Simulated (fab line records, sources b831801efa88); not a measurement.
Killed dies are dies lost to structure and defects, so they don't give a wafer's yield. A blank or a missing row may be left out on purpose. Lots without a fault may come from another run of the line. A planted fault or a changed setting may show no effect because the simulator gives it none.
fab line records | flow sky130
record lots=5 wafers=15 last_day=50
route steps=708 shown CAP2M@606 METAL4@621 VIA4@639
lots that met no fault: from a run of the same line without faults
start_h: hours from the record's first day to the start of the lot's first wafer shown | wait_h: hours since the lot's step before | " the same as in the row above | L1.1+2: a row that stands for several wafers | - no value, or no start given | * or withheld: withheld | < > ~ a bound
route shown NAME@n: a module of which the file shows steps, and the number in the route of the first | usual: mean/standard deviation of fault-free wafers | same: alike in all rows | chamber/n: place in a boat | sites: the reading at each site | _std_site: their standard deviation | _edge_site: outer sites' mean less inner sites' | radius_mm: how far each site lies from the wafer's centre | mask NAME#n: copy n | behind: the tool/chamber that last shaped the wafer | hold: why the lot was held/for how many hours/how that ended | device: the transistor (n, p or np) that didn't switch | end of line: the same wafers' tests at the end of the route | a step without rows: its recipe alone | killed: dies lost to structure and defects at the first sort, not the wafer's yield | map: a wafer's dies, x killed, . not, _ none there
set.NAME: the setting as run; set.NAME@STEP: as run at that earlier step | model.NAME: the simulator's own value behind a step, which no gauge read
lots at some steps of the route; a table a step, a row a wafer
services: from which hour (start_h, from the record's first day; less than 0 if before it) a tool's chamber was out of use, for how many hours, and why
## steps
# step SKY_CAP2M_RS_MEAS_03
# recipe thk_meas_gauge=four-point-probe reads=TiN_of_CAP2M_SPUTTER_02
# usual CAP2M_TIN_RS=6.90/0.076
# columns lot.wafer tool chamber start_h wait_h CAP2M_TIN_RS[ohm/sq]
L082.1 film_metro-01 - 987.67 0.1 6.86
L082.2 " - " " 6.83
L082.3 " - " " 6.81
L088.3 film_metro-04 - 1029.35 0.1 6.86
L088.4 " - " " 6.85
L088.6 " - " " 6.86
L089.2 film_metro-01 - 1030.61 0.1 6.90
L089.3 " - " " 7.01
L089.4 " - " " 6.92
L091.1 film_metro-03 - 1050.20 0.1 6.96
L091.2 " - " " 7.00
L091.6 " - " " 6.96
L094.2 film_metro-03 - 1076.53 0.2 6.97
L094.4 " - " " 6.88
L094.5 " - " " 6.85
# step SKY_CAP2M_THK_MEAS_04
# recipe thk_meas_gauge=xrf reads=TiN_of_CAP2M_SPUTTER_02
# usual CAP2M_TIN_THK=199.7/2.4
# columns lot.wafer tool chamber start_h wait_h CAP2M_TIN_THK[nm]
L082.1 film_metro-01 - 987.79 0.1 200.2
L082.2 " - " " 200.2
L082.3 " - " " 201.5
L088.3 film_metro-04 - 1029.45 0.1 200.8
L088.4 " - " " 201.8
L088.6 " - " " 201.2
L089.2 film_metro-01 - 1030.72 0.1 198.8
L089.3 " - " " 195.0
L089.4 " - " " 198.4
L091.1 film_metro-03 - 1050.32 0.1 199.8
L091.2 " - " " 197.2
L091.6 " - " " 199.0
L094.2 film_metro-03 - 1076.64 0.1 197.0
L094.4 " - " " 200.3
L094.5 " - " " 201.4
# step SKY_CAP2M_DEHYDRATE_05
# recipe temp_c=200 time_s=60
# columns lot.wafer tool chamber start_h wait_h
L082.1+2+3 litho_track-03 0 998.94 11.1
L088.3+4+6 litho_track-01 0 1039.51 10.0
L089.2+3+4 litho_track-02 0 1040.73 10.0
L091.1+2+6 litho_track-02 0 1060.40 10.1
L094.2+4+5 litho_track-03 0 1086.17 9.5
# step SKY_CAP2M_HMDS_06
# recipe prime_time_s=60 prime_temp_c=120
# usual prime_temp_c=120.00/0.15
# columns lot.wafer tool chamber start_h wait_h prime_temp_c
L082.1 litho_track-03 0 999.09 0.1 120.14
L082.2 " 0 " " 120.09
L082.3 " 0 " " 120.08
L088.3 litho_track-01 0 1039.66 0.1 119.89
L088.4 " 0 " " 119.84
L088.6 " 0 " " 119.89
L089.2 litho_track-02 0 1040.88 0.1 119.86
L089.3 " 0 " " 119.83
L089.4 " 0 " " 119.84
L091.1 litho_track-02 0 1060.55 0.1 119.76
L091.2 " 0 " " 120.03
L091.6 " 0 " " 119.87
L094.2 litho_track-03 0 1086.32 0.1 119.97
L094.4 " 0 " " 120.08
L094.5 " 0 " " 120.10
# step SKY_CAP2M_COAT_07
# recipe resist=NOVOLAK spin_rpm=3000 resist_thk_nm=1140
# columns lot.wafer tool chamber start_h wait_h
L082.1+2+3 litho_track-03 0 999.24 0.1
L088.3+4+6 litho_track-01 0 1039.81 0.1
L089.2+3+4 litho_track-02 0 1041.03 0.1
L091.1+2+6 litho_track-02 0 1060.70 0.1
L094.2+4+5 litho_track-03 0 1086.47 0.1
# step SKY_CAP2M_SOFTBAKE_08
# recipe temp_c=90 time_s=60 resist=NOVOLAK
# columns lot.wafer tool chamber start_h wait_h
L082.1+2+3 litho_track-03 0 999.39 0.1
L088.3+4+6 litho_track-01 0 1039.96 0.1
L089.2+3+4 litho_track-02 0 1041.18 0.1
L091.1+2+6 litho_track-02 0 1060.85 0.1
L094.2+4+5 litho_track-03 0 1086.62 0.1
# step SKY_CAP2M_EXPOSE_09
# recipe mask_id=CAP2M na=0.6 source_shape=conventional sigma_outer=0.6 polarization=unpolarized target_cd_nm=1000 dose_mj=159
# usual focus_offset_nm=-0.1/0.48
# columns lot.wafer tool chamber start_h wait_h mask focus_offset_nm
L082.1 iline_stepper-01 0 - - CAP2M#0 0.4
L082.2 " 0 " " CAP2M#0 0.0
L082.3 " 0 " " CAP2M#0 0.3
L088.3 iline_stepper-01 0 - - CAP2M#0 0.4
L088.4 " 0 " " CAP2M#0 0.0
L088.6 " 0 " " CAP2M#0 0.6
L089.2 iline_stepper-02 0 - - CAP2M#0 -0.5
L089.3 " 0 " " CAP2M#0 0.5
L089.4 " 0 " " CAP2M#0 -0.3
L091.1 iline_stepper-02 0 - - CAP2M#0 0.2
L091.2 " 0 " " CAP2M#0 -0.6
L091.6 " 0 " " CAP2M#0 0.1
L094.2 iline_stepper-02 0 - - CAP2M#0 0.1
L094.4 " 0 " " CAP2M#0 -0.1
L094.5 " 0 " " CAP2M#0 -0.4
# step SKY_CAP2M_PEB_10
# recipe temp_c=withheld time_s=* resist=NOVOLAK
# columns lot.wafer tool chamber start_h wait_h
L082.1+2+3 litho_track-03 0 - -
L088.3+4+6 litho_track-01 0 - -
L089.2+3+4 litho_track-01 0 - -
L091.1+2+6 litho_track-03 0 - -
L094.2+4+5 litho_track-01 0 - -
# step SKY_CAP2M_DEVELOP_11
# recipe resist=NOVOLAK developer=TMAH develop_time_s=60 dev_temp_c=23
# columns lot.wafer tool chamber start_h wait_h
L082.1+2+3 litho_track-03 0 1010.34 0.1
L088.3+4+6 litho_track-01 0 1051.61 0.1
L089.2+3+4 litho_track-01 0 1052.24 0.1
L091.1+2+6 litho_track-03 0 1072.09 0.1
L094.2+4+5 litho_track-01 0 1096.64 0.1
# step SKY_CAP2M_OVL_MEAS_12
# usual CAP2M_OVL=-0.3/1.2
# columns lot.wafer tool chamber start_h wait_h CAP2M_OVL[nm]
L082.1 overlay-02 - 1010.49 0.1 -0.5
L082.2 " - " " -1.1
L082.3 " - " " 0.4
L088.3 overlay-02 - 1051.72 0.1 2.1
L088.4 " - " " -0.1
L088.6 " - " " 1.3
L089.2 overlay-02 - 1052.37 0.1 -0.3
L089.3 " - " " -0.4
L089.4 " - " " -0.5
L091.1 overlay-01 - 1072.24 0.1 0.1
L091.2 " - " " 1.2
L091.6 " - " " 0.4
L094.2 overlay-01 - 1096.77 0.1 -0.7
L094.4 " - " " 0.4
L094.5 " - " " 0.7
# step SKY_CAP2M_METAL_ETCH_13
# recipe target_depth_nm=220 stop_on=SiO2 chemistry=Cl2/BCl3 target=TiN pressure_mtorr=10 icp_w=900 bias_w=48.5 Cl2_flow_sccm=60 bcl3_flow_sccm=30 time_s=62.9
# usual drypump_motor_current_A=6.0/0.45 oes_product_au=0.942/0.0075 throttle_valve_pct=21.901/0.01
# columns lot.wafer tool chamber start_h wait_h drypump_motor_current_A oes_product_au rf_hours_counter_h throttle_valve_pct
L082.1 rie_metal-02 1 1010.53 0.0 6.1 0.943 10 21.899
L082.2 " 0 " " 6.5 0.948 8 21.894
L082.3 " 0 " " 6.5 0.954 - 21.898
L088.3 rie_metal-01 0 1051.77 0.0 6.5 0.944 - 21.893
L088.4 " 1 " " 5.4 0.950 - 21.891
L088.6 " 1 " " 5.4 0.950 - 21.897
L089.2 rie_metal-02 1 1052.40 0.0 6.1 0.940 12 21.896
L089.3 " 1 " " 6.1 0.944 - 21.910
L089.4 " 0 " " 6.5 0.940 - 21.906
L091.1 rie_metal-04 0 1072.28 0.0 5.8 0.934 5 21.903
L091.2 " 1 " " 5.5 0.934 10 21.909
L091.6 " 1 " " 5.5 0.932 - 21.909
L094.2 rie_metal-01 0 1096.80 0.0 6.6 0.932 23 21.919
L094.4 " 0 " " 6.6 0.947 - 21.903
L094.5 " 0 " " 6.5 0.947 - 21.906
# step SKY_CAP2M_STRIP_14
# recipe chemistry=O2/N2 power_w=1400 pressure_mtorr=1500 platen_temp_c=withheld o2_flow_sccm=3000 n2_flow_sccm=300 overash_fraction=0.5
# usual drypump_motor_current_A=5.8/0.56 oes_product_au=0.710/0.0049 strip_time_to_endpoint_s=12.66/0.049
# same overash_fraction=0.5
# columns lot.wafer tool chamber start_h wait_h drypump_motor_current_A oes_product_au rf_hours_counter_h strip_time_to_endpoint_s
L082.1 plasma_asher-01 1 1010.61 0.1 5.2 0.709 128 12.72
L082.2 " 0 " " 5.5 0.717 128 12.70
L082.3 " 0 " " 5.5 0.706 - 12.69
L088.3 plasma_asher-03 1 1051.86 0.1 6.0 0.709 - 12.61
L088.4 " 0 " " 6.5 0.705 - 12.67
L088.6 " 1 " " 6.0 0.706 - 12.70
L089.2 plasma_asher-01 0 1052.47 0.1 5.5 0.710 131 12.61
L089.3 " 1 " " 5.2 0.706 - 12.62
L089.4 " 0 " " 5.5 0.717 - 12.58
L091.1 plasma_asher-04 0 1072.36 0.1 5.2 0.704 30 12.68
L091.2 " 1 " " 6.5 0.714 30 12.67
L091.6 " 1 " " 6.4 0.715 - 12.67
L094.2 plasma_asher-03 1 1096.88 0.1 6.0 0.711 59 12.63
L094.4 " 0 " " 6.6 0.711 - 12.65
L094.5 " 1 " " 6.0 0.720 - 12.65
# step SKY_CAP2M_STRIP_15
# recipe chemistry=post_etch_residue_remover time_s=1200 temp_c=72.5
# columns lot.wafer tool chamber start_h wait_h
L082.1+2+3 wet_bench-04 1 1010.71 0.1
L088.3+4+6 wet_bench-02 3 1051.92 0.0
L089.2+3+4 wet_bench-02 0 1052.57 0.1
L091.1+2+6 wet_bench-02 1 1072.46 0.1
L094.2+4+5 wet_bench-01 0 1097.04 0.1
# step SKY_CAP2M_CLEAN_16
# recipe chemistry=IPA time_s=180 temp_c=25
# columns lot.wafer tool chamber start_h wait_h
L082.1+2+3 wet_bench-01 0 1011.05 0.0
L088.3+4+6 wet_bench-01 1 1052.30 0.0
L089.2+3+4 wet_bench-01 2 1052.95 0.0
L091.1+2+6 wet_bench-04 1 1072.83 0.0
L094.2+4+5 wet_bench-04 0 1097.39 0.0
# step SKY_CAP2M_CLEAN_17
# recipe chemistry=O3/DIW dry=n2_spin
# columns lot.wafer tool chamber start_h wait_h
L082.1+2+3 wet_bench-04 1 1011.11 0.0
L088.3+4+6 wet_bench-02 1 1052.36 0.0
L089.2+3+4 wet_bench-04 0 1053.01 0.0
L091.1+2+6 wet_bench-01 3 1072.89 0.0
L094.2+4+5 wet_bench-01 3 1097.47 0.0
# step SKY_METAL4_DEHYDRATE_05
# recipe temp_c=200 time_s=60
# columns lot.wafer tool chamber start_h wait_h
L082.1+2+3 litho_track-01 0 1022.01 10.8
L088.3+4+6 litho_track-02 0 1061.75 9.3
L089.2+3+4 litho_track-01 0 1063.39 10.3
L091.1+2+6 litho_track-04 0 1082.19 9.2
L094.2+4+5 litho_track-01 0 1106.94 9.4
# step SKY_METAL4_HMDS_06
# recipe prime_time_s=60 prime_temp_c=120
# usual prime_temp_c=120.00/0.13
# columns lot.wafer tool chamber start_h wait_h prime_temp_c
L082.1 litho_track-01 0 1022.16 0.1 119.87
L082.2 " 0 " " 120.16
L082.3 " 0 " " 119.86
L088.3 litho_track-02 0 1061.90 0.1 120.09
L088.4 " 0 " " 119.98
L088.6 " 0 " " 120.11
L089.2 litho_track-01 0 1063.54 0.1 119.96
L089.3 " 0 " " 119.99
L089.4 " 0 " " 120.18
L091.1 litho_track-04 0 1082.34 0.1 120.00
L091.2 " 0 " " 120.11
L091.6 " 0 " " 120.06
L094.2 litho_track-01 0 1107.09 0.1 119.98
L094.4 " 0 " " 120.16
L094.5 " 0 " " 120.06
# step SKY_METAL4_COAT_07
# recipe resist=BARC temp_c=withheld time_s=withheld spin_rpm=3000 resist_thk_nm=60
# columns lot.wafer tool chamber start_h wait_h
L082.1+2+3 litho_track-01 0 1022.31 0.1
L088.3+4+6 litho_track-02 0 1062.05 0.1
L089.2+3+4 litho_track-01 0 1063.69 0.1
L091.1+2+6 litho_track-04 0 1082.49 0.1
L094.2+4+5 litho_track-01 0 1107.24 0.1
# step SKY_METAL4_COAT_08
# recipe resist=KrF-thick spin_rpm=3000 resist_thk_nm=1140
# columns lot.wafer tool chamber start_h wait_h
L082.1+2+3 litho_track-01 0 - -
L088.3+4+6 litho_track-02 0 - -
L089.2+3+4 litho_track-01 0 - -
L091.1+2+6 litho_track-04 0 - -
L094.2+4+5 litho_track-01 0 - -
# step SKY_METAL4_SOFTBAKE_09
# recipe temp_c=100 time_s=90 resist=KrF-thick
# columns lot.wafer tool chamber start_h wait_h
L082.1+2+3 litho_track-01 0 - -
L088.3+4+6 litho_track-02 0 - -
L089.2+3+4 litho_track-01 0 - -
L091.1+2+6 litho_track-04 0 - -
L094.2+4+5 litho_track-01 0 - -
# step SKY_METAL4_EXPOSE_10
# recipe mask_id=MM4 na=0.68 source_shape=annular sigma_inner=0.4 sigma_outer=0.8 target_cd_nm=300 dose_mj=28
# usual focus_offset_nm=0.0/0.51
# columns lot.wafer tool chamber start_h wait_h mask focus_offset_nm
L082.1 krf_scanner-01 0 - - MM4#0 0.6
L082.2 " 0 " " MM4#0 -0.4
L082.3 " 0 " " MM4#0 0.0
L088.3 krf_scanner-01 0 - - MM4#0 0.8
L088.4 " 0 " " MM4#0 0.1
L088.6 " 0 " " MM4#0 -0.4
L089.2 krf_scanner-01 0 - - MM4#0 0.9
L089.3 " 0 " " MM4#0 0.9
L089.4 " 0 " " MM4#0 0.4
L091.1 krf_scanner-02 0 - - MM4#0 -0.4
L091.2 " 0 " " MM4#0 0.1
L091.6 " 0 " " MM4#0 0.3
L094.2 krf_scanner-02 0 - - MM4#0 -0.3
L094.4 " 0 " " MM4#0 0.1
L094.5 " 0 " " MM4#0 0.3
# step SKY_METAL4_PEB_11
# recipe peb_temp_c=withheld peb_time_s=withheld resist=KrF-thick
# columns lot.wafer tool chamber start_h wait_h
L082.1+2+3 litho_track-02 0 - -
L088.3+4+6 litho_track-04 0 - -
L089.2+3+4 litho_track-01 0 - -
L091.1+2+6 litho_track-04 0 - -
L094.2+4+5 litho_track-02 0 - -
# step SKY_METAL4_DEVELOP_12
# recipe develop_time_s=60 resist=KrF-thick dev_temp_c=21
# columns lot.wafer tool chamber start_h wait_h
L082.1+2+3 litho_track-02 0 - -
L088.3+4+6 litho_track-04 0 - -
L089.2+3+4 litho_track-01 0 - -
L091.1+2+6 litho_track-04 0 - -
L094.2+4+5 litho_track-02 0 - -
# step SKY_METAL4_CD_MEAS_13
# recipe target_cd_nm=300
# usual cd_nm=300.2/1.6
# columns lot.wafer tool chamber start_h wait_h cd_nm
L082.1 cd_sem-02 - 1033.80 - 301.5
L082.2 " - " " 302.5
L082.3 " - " " 302.4
L088.3 cd_sem-02 - 1073.53 - 301.6
L088.4 " - " " 301.8
L088.6 " - " " 302.0
L089.2 cd_sem-01 - 1074.68 - 297.8
L089.3 " - " " 299.2
L089.4 " - " " 300.3
L091.1 cd_sem-02 - 1093.94 - 299.5
L091.2 " - " " 300.7
L091.6 " - " " 301.9
L094.2 cd_sem-02 - 1118.17 - 301.0
L094.4 " - " " 299.3
L094.5 " - " " 299.4
# step SKY_METAL4_OVL_MEAS_14
# usual METAL4_OVL=1/4.7
# columns lot.wafer tool chamber start_h wait_h METAL4_OVL[nm]
L082.1 overlay-01 - 1033.92 0.1 5
L082.2 " - " " -3
L082.3 " - " " 0
L088.3 overlay-01 - 1073.62 0.1 1
L088.4 " - " " 4
L088.6 " - " " 3
L089.2 overlay-02 - 1074.79 0.1 -3
L089.3 " - " " -1
L089.4 " - " " -1
L091.1 overlay-01 - 1094.06 0.1 -3
L091.2 " - " " 1
L091.6 " - " " 5
L094.2 overlay-01 - 1118.28 0.1 3
L094.4 " - " " 2
L094.5 " - " " -1
# step SKY_METAL4_DESCUM_15
# recipe chemistry=O2 source_power_w=150 bias_power_w=0 pressure_mtorr=10 temp_c=40 time_s=8
# usual drypump_motor_current_A=5.8/0.41 oes_product_au=1.003/0.0077
# columns lot.wafer tool chamber start_h wait_h drypump_motor_current_A oes_product_au rf_hours_counter_h
L082.1 rie_metal-03 1 1033.96 0.0 6.3 1.006 21
L082.2 " 0 " " 5.4 1.004 7
L082.3 " 0 " " 5.5 0.998 -
L088.3 rie_metal-03 0 1073.66 0.0 5.5 0.992 -
L088.4 " 1 " " 6.3 1.001 -
L088.6 " 1 " " 6.3 0.998 -
L089.2 rie_metal-04 1 1074.82 0.0 5.5 1.019 10
L089.3 " 0 " " 5.8 1.000 -
L089.4 " 1 " " 5.5 1.003 -
L091.1 rie_metal-04 1 1094.10 0.0 5.5 1.006 12
L091.2 " 1 " " 5.5 0.996 -
L091.6 " 1 " " 5.5 0.999 -
L094.2 rie_metal-04 1 1118.31 0.0 5.5 1.011 15
L094.4 " 1 " " 5.5 1.013 -
L094.5 " 1 " " 5.5 1.014 -
# step SKY_METAL4_ETCH_16
# recipe chemistry=N2/H2 target=BARC ion_energy_ev=195 bias_w=100 pressure_mtorr=30 n2_flow_sccm=100 h2_flow_sccm=200 icp_w=500 stop_on=SiO2 time_s=88.2 target_depth_a=600
# usual drypump_motor_current_A=5.8/0.42 h2_flow_sccm=200.0/0.62 oes_product_au=0.625/0.0043 throttle_valve_pct=13.206/0.0098
# columns lot.wafer tool chamber start_h wait_h drypump_motor_current_A h2_flow_sccm oes_product_au rf_hours_counter_h throttle_valve_pct
L082.1 rie_metal-03 1 1033.99 0.0 6.3 200.0 0.626 21 13.209
L082.2 " 0 " " 5.4 200.8 0.622 7 13.204
L082.3 " 0 " " 5.5 200.1 0.628 - 13.212
L088.3 rie_metal-03 0 1073.71 0.0 5.5 200.7 0.630 - 13.208
L088.4 " 1 " " 6.3 198.7 0.630 - 13.208
L088.6 " 1 " " 6.3 198.6 0.614 - 13.213
L089.2 rie_metal-04 1 1074.85 0.0 5.5 199.8 0.618 10 13.220
L089.3 " 0 " " 5.8 200.8 0.628 - 13.206
L089.4 " 1 " " 5.5 199.5 0.631 - 13.219
L091.1 rie_metal-04 1 1094.16 0.1 5.5 199.7 0.632 12 13.219
L091.2 " 1 " " 5.5 199.2 0.624 - 13.198
L091.6 " 1 " " 5.5 199.7 0.632 - 13.206
L094.2 rie_metal-04 1 1118.34 0.0 5.5 200.2 0.624 16 13.207
L094.4 " 1 " " 5.5 200.5 0.630 - 13.202
L094.5 " 1 " " 5.5 200.1 0.623 - 13.200
# step SKY_METAL4_ETCH_17
# recipe target=SiO2 stop_on=TiN chemistry=C4F8/O2/Ar source_w=1500 bias_w=1200 pressure_mtorr=40 c4f8_flow_sccm=withheld O2_flow_sccm=6 Ar_flow_sccm=300 time_s=3.9 target_depth_a=150
# usual oes_product_au=0.756/0.0072
# columns lot.wafer tool chamber start_h wait_h oes_product_au
L082.1 rie_diel-03 3 1034.09 0.1 0.744
L082.2 " 0 " " 0.758
L082.3 " 1 " " 0.758
L088.3 rie_diel-01 2 1073.78 0.0 0.749
L088.4 " 1 " " 0.770
L088.6 " 0 " " 0.769
L089.2 rie_diel-03 0 1074.95 0.1 0.751
L089.3 " 1 " " 0.740
L089.4 " 2 " " 0.756
L091.1 rie_diel-03 0 1094.36 0.2 0.763
L091.2 " 2 " " 0.749
L091.6 " 0 " " 0.766
L094.2 rie_diel-03 1 1118.44 0.1 0.743
L094.4 " 3 " " 0.758
L094.5 " 1 " " 0.758
# step SKY_METAL4_METAL_ETCH_18
# recipe target_depth_a=8450 stop_on=SiO2 over_etch_frac=0.3 time_s=183.1 chemistry=Cl2/BCl3 resist_sidewall_deg=88 pressure_mtorr=10 icp_w=900 bias_w=48.5 Cl2_flow_sccm=60 bcl3_flow_sccm=30
# usual drypump_motor_current_A=5.8/0.42 oes_product_au=0.865/0.0064 throttle_valve_pct=22.265/0.0093
# columns lot.wafer tool chamber start_h wait_h drypump_motor_current_A oes_product_au rf_hours_counter_h throttle_valve_pct
L082.1 rie_metal-04 0 1034.11 0.0 5.9 0.874 3 22.272
L082.2 " 1 " " 5.5 0.868 8 22.261
L082.3 " 0 " " 5.8 0.871 - 22.265
L088.3 rie_metal-01 1 1073.85 0.1 5.4 0.871 - 22.262
L088.4 " 0 " " 6.5 0.879 - 22.277
L088.6 " 1 " " 5.4 0.872 - 22.257
L089.2 rie_metal-01 0 1074.97 0.0 6.5 0.877 21 22.270
L089.3 " 0 " " 6.6 0.873 - 22.258
L089.4 " 1 " " 5.4 0.878 - 22.267
L091.1 rie_metal-03 1 1094.38 0.0 6.3 0.863 25 22.278
L091.2 " 0 " " 5.5 0.863 11 22.263
L091.6 " 0 " " 5.4 0.872 - 22.259
L094.2 rie_metal-03 0 1118.46 0.0 5.5 0.856 13 22.243
L094.4 " 0 " " 5.4 0.871 - 22.264
L094.5 " 1 " " 6.3 0.865 - 22.272
# step SKY_METAL4_STRIP_19
# recipe chemistry=O2/N2 power_w=1400 pressure_mtorr=1500 platen_temp_c=withheld o2_flow_sccm=3000 n2_flow_sccm=300 overash_fraction=0.5
# usual drypump_motor_current_A=6.0/0.37 oes_product_au=0.502/0.0054 strip_time_to_endpoint_s=6.51/0.066
# same overash_fraction=0.5
# columns lot.wafer tool chamber start_h wait_h drypump_motor_current_A oes_product_au rf_hours_counter_h strip_time_to_endpoint_s
L082.1 plasma_asher-01 0 1034.28 0.1 5.5 0.500 130 6.61
L082.2 " 1 " " 5.2 0.507 130 6.49
L082.3 " 1 " " 5.1 0.503 - 6.64
L088.3 plasma_asher-03 1 1074.01 0.1 6.0 0.507 - 6.61
L088.4 " 0 " " 6.6 0.503 - 6.44
L088.6 " 0 " " 6.5 0.496 - 6.52
L089.2 plasma_asher-03 0 1075.14 0.1 6.6 0.502 57 6.50
L089.3 " 0 " " 6.6 0.491 - 6.43
L089.4 " 1 " " 6.0 0.504 - 6.54
L091.1 plasma_asher-02 1 1094.55 0.1 5.9 0.509 100 6.46
L091.2 " 0 " " 5.9 0.505 100 6.57
L091.6 " 1 " " 5.9 0.498 - 6.55
L094.2 plasma_asher-02 1 1118.63 0.1 5.9 0.496 102 6.48
L094.4 " 0 " " 5.9 0.511 - 6.58
L094.5 " 1 " " 5.9 0.498 - 6.49
# step SKY_METAL4_STRIP_20
# recipe chemistry=post_etch_residue_remover time_s=1200 temp_c=72.5
# columns lot.wafer tool chamber start_h wait_h
L082.1+2+3 wet_bench-01 1 1034.38 0.1
L088.3+4+6 wet_bench-02 2 1074.07 0.0
L089.2+3+4 wet_bench-01 1 1075.24 0.1
L091.1+2+6 wet_bench-01 1 1094.65 0.1
L094.2+4+5 wet_bench-01 2 1118.73 0.1
# step SKY_METAL4_CLEAN_21
# recipe chemistry=IPA time_s=180 temp_c=25
# columns lot.wafer tool chamber start_h wait_h
L082.1+2+3 wet_bench-02 0 1035.07 0.0
L088.3+4+6 wet_bench-01 0 1074.48 0.0
L089.2+3+4 wet_bench-02 3 1075.59 0.0
L091.1+2+6 wet_bench-02 3 1095.12 0.1
L094.2+4+5 wet_bench-02 1 1119.07 0.0
# step SKY_METAL4_CLEAN_22
# recipe chemistry=O3/DIW dry=n2_spin
# columns lot.wafer tool chamber start_h wait_h
L082.1+2+3 wet_bench-01 3 1035.12 0.0
L088.3+4+6 wet_bench-03 1 1074.54 0.0
L089.2+3+4 wet_bench-01 2 1075.66 0.0
L091.1+2+6 wet_bench-02 0 1095.23 0.1
L094.2+4+5 wet_bench-01 1 1119.13 0.0
# step SKY_VIA4_HDPCVD_00
# recipe material=SiO2 target_thk_nm=1750 sigma_open_frac=0.3 time_s=291.7 temp_c=400 sih4_flow_sccm=60 pressure_mtorr=6
# columns lot.wafer tool chamber start_h wait_h
L082.1+2+3 hdpcvd-01 1,2,0 1035.31 0.0
L088.3+4+6 hdpcvd-01 1,1,2 1074.63 0.0
L089.2+3+4 hdpcvd-01 1,2,0 1075.75 0.0
L091.1+2+6 hdpcvd-01 0,1,1 1095.33 0.0
L094.2+4+5 hdpcvd-01 1,0,2 1119.22 0.0
# step SKY_VIA4_THK_MEAS_01
# recipe reads=SiO2_of_VIA4_HDPCVD_00
# usual VIA4_HDPCVD_THK=1741/15
# columns lot.wafer tool chamber start_h wait_h VIA4_HDPCVD_THK[nm]
L082.1 film_metro-01 - 1035.49 0.1 1739
L082.2 " - " " 1763
L082.3 " - " " 1742
L088.3 film_metro-02 - 1074.83 0.1 1744
L088.4 " - " " 1749
L088.6 " - " " 1751
L089.2 film_metro-01 - 1075.94 0.1 1726
L089.3 " - " " 1728
L089.4 " - " " 1736
L091.1 film_metro-01 - 1095.50 0.1 1747
L091.2 " - " " 1739
L091.6 " - " " 1747
L094.2 film_metro-04 - 1119.41 0.1 1748
L094.4 " - " " 1770
L094.5 " - " " 1748
# step SKY_VIA4_CMP_02
# recipe material=SiO2 down_force_psi=4 platen_rpm=60 pad_velocity_m_s=0.94248
# usual head_pressure_psi=4.000/0.0087 motor_current_A=12.5/1.3
# columns lot.wafer tool chamber start_h wait_h head_pressure_psi motor_current_A
L082.1 cmp-02 1 1035.60 0.1 3.997 13.1
L082.2 " 2 " " 3.997 12.7
L082.3 " 3 " " 3.999 10.3
L088.4 cmp-01 1 1074.87 0.0 4.004 13.7
L088.3 " 0 " " 3.994 11.0
L088.6 " 1 " " 3.992 14.4
L089.2 cmp-01 0 1075.99 0.0 3.993 11.4
L089.3 " 2 " " 3.999 11.6
L089.4 " 3 " " 4.003 13.7
L091.1 cmp-01 3 1095.66 0.1 4.003 13.8
L091.2 " 0 " " 4.014 10.8
L091.6 " 2 " " 3.987 12.7
L094.4 cmp-01 0 1119.56 0.1 4.010 10.9
L094.2 " 1 " " 4.008 14.2
L094.5 " 2 " " 4.017 11.9
# step SKY_VIA4_BOW_MEAS_03
# recipe mode=bow
# usual VIA4_BOW=78/9.1
# columns lot.wafer tool chamber start_h wait_h VIA4_BOW[um]
L082.1 film_metro-01 - 1035.85 0.2 78
L082.2 " - " " 73
L082.3 " - " " 74
L088.3 film_metro-04 - 1075.24 0.2 76
L088.4 " - " " 82
L088.6 " - " " 69
L089.2 film_metro-02 - 1076.31 0.3 76
L089.3 " - " " 79
L089.4 " - " " 83
L091.1 film_metro-02 - 1095.86 0.1 80
L091.2 " - " " 67
L091.6 " - " " 89
L094.2 film_metro-02 - 1119.78 0.1 89
L094.4 " - " " 73
L094.5 " - " " 92
# step SKY_VIA4_DEHYDRATE_04
# recipe temp_c=200 time_s=60
# columns lot.wafer tool chamber start_h wait_h
L082.1+2+3 litho_track-01 0 1046.01 10.1
L088.3+4+6 litho_track-01 0 1084.21 8.9
L089.2+3+4 litho_track-03 0 1085.57 9.2
L091.1+2+6 litho_track-03 0 1104.34 8.5
L094.2+4+5 litho_track-03 0 1128.77 9.0
# step SKY_VIA4_HMDS_05
# recipe prime_time_s=60 prime_temp_c=120
# usual prime_temp_c=120.01/0.14
# columns lot.wafer tool chamber start_h wait_h prime_temp_c
L082.1 litho_track-01 0 1046.16 0.1 120.15
L082.2 " 0 " " 120.26
L082.3 " 0 " " 120.10
L088.3 litho_track-01 0 1084.36 0.1 120.13
L088.4 " 0 " " 119.97
L088.6 " 0 " " 119.98
L089.2 litho_track-03 0 1085.72 0.1 120.02
L089.3 " 0 " " 120.36
L089.4 " 0 " " 120.21
L091.1 litho_track-03 0 1104.49 0.1 119.92
L091.2 " 0 " " 120.02
L091.6 " 0 " " 120.18
L094.2 litho_track-03 0 1128.92 0.1 120.00
L094.4 " 0 " " 120.11
L094.5 " 0 " " 120.08
# step SKY_VIA4_COAT_06
# recipe resist=NOVOLAK spin_rpm=3000 resist_thk_nm=1140
# columns lot.wafer tool chamber start_h wait_h
L082.1+2+3 litho_track-01 0 1046.31 0.1
L088.3+4+6 litho_track-01 0 1084.51 0.1
L089.2+3+4 litho_track-03 0 1085.87 0.1
L091.1+2+6 litho_track-03 0 1104.64 0.1
L094.2+4+5 litho_track-03 0 1129.07 0.1
# step SKY_VIA4_SOFTBAKE_07
# recipe temp_c=90 time_s=60 resist=NOVOLAK
# columns lot.wafer tool chamber start_h wait_h
L082.1+2+3 litho_track-01 0 1046.46 0.1
L088.3+4+6 litho_track-01 0 1084.66 0.1
L089.2+3+4 litho_track-03 0 1086.02 0.1
L091.1+2+6 litho_track-03 0 1104.79 0.1
L094.2+4+5 litho_track-03 0 1129.22 0.1
## services
# columns tool chamber start_h hours kind
iline_stepper-02 - 977.30 4.4 pm
rie_metal-01 - 992.00 36.1 repair
cmp-01 - 1005.54 5.3 pm
plasma_asher-01 - 1011.11 1.3 repair
cmp-01 - 1014.56 8.1 repair
iline_stepper-02 - 1017.27 2.1 pm
rie_metal-01 - 1028.12 1.4 pm
krf_scanner-01 - 1028.71 0.8 pm
rie_metal-04 0 1035.40 6.4 repair
cmp-01 - 1039.64 2.1 repair
krf_scanner-01 - 1041.97 1.0 pm
iline_stepper-02 - 1049.53 5.8 repair
rie_metal-04 - 1051.82 15.6 pm
rie_diel-03 0 1052.98 5.5 repair
plasma_asher-01 - 1055.25 9.0 pm
rie_diel-03 3 1065.14 13.8 repair
rie_metal-03 - 1069.04 4.0 pm
rie_metal-04 0 1087.94 19.3 repair
cmp-01 - 1094.26 1.2 repair
plasma_asher-03 - 1101.20 2.8 pm
rie_diel-03 0 1114.13 8.2 repair
rie_metal-01 1 1118.25 6.8 repair
plasma_asher-03 - 1118.33 4.1 repair
rie_diel-03 - 1121.48 15.6 pm
## key
fault none
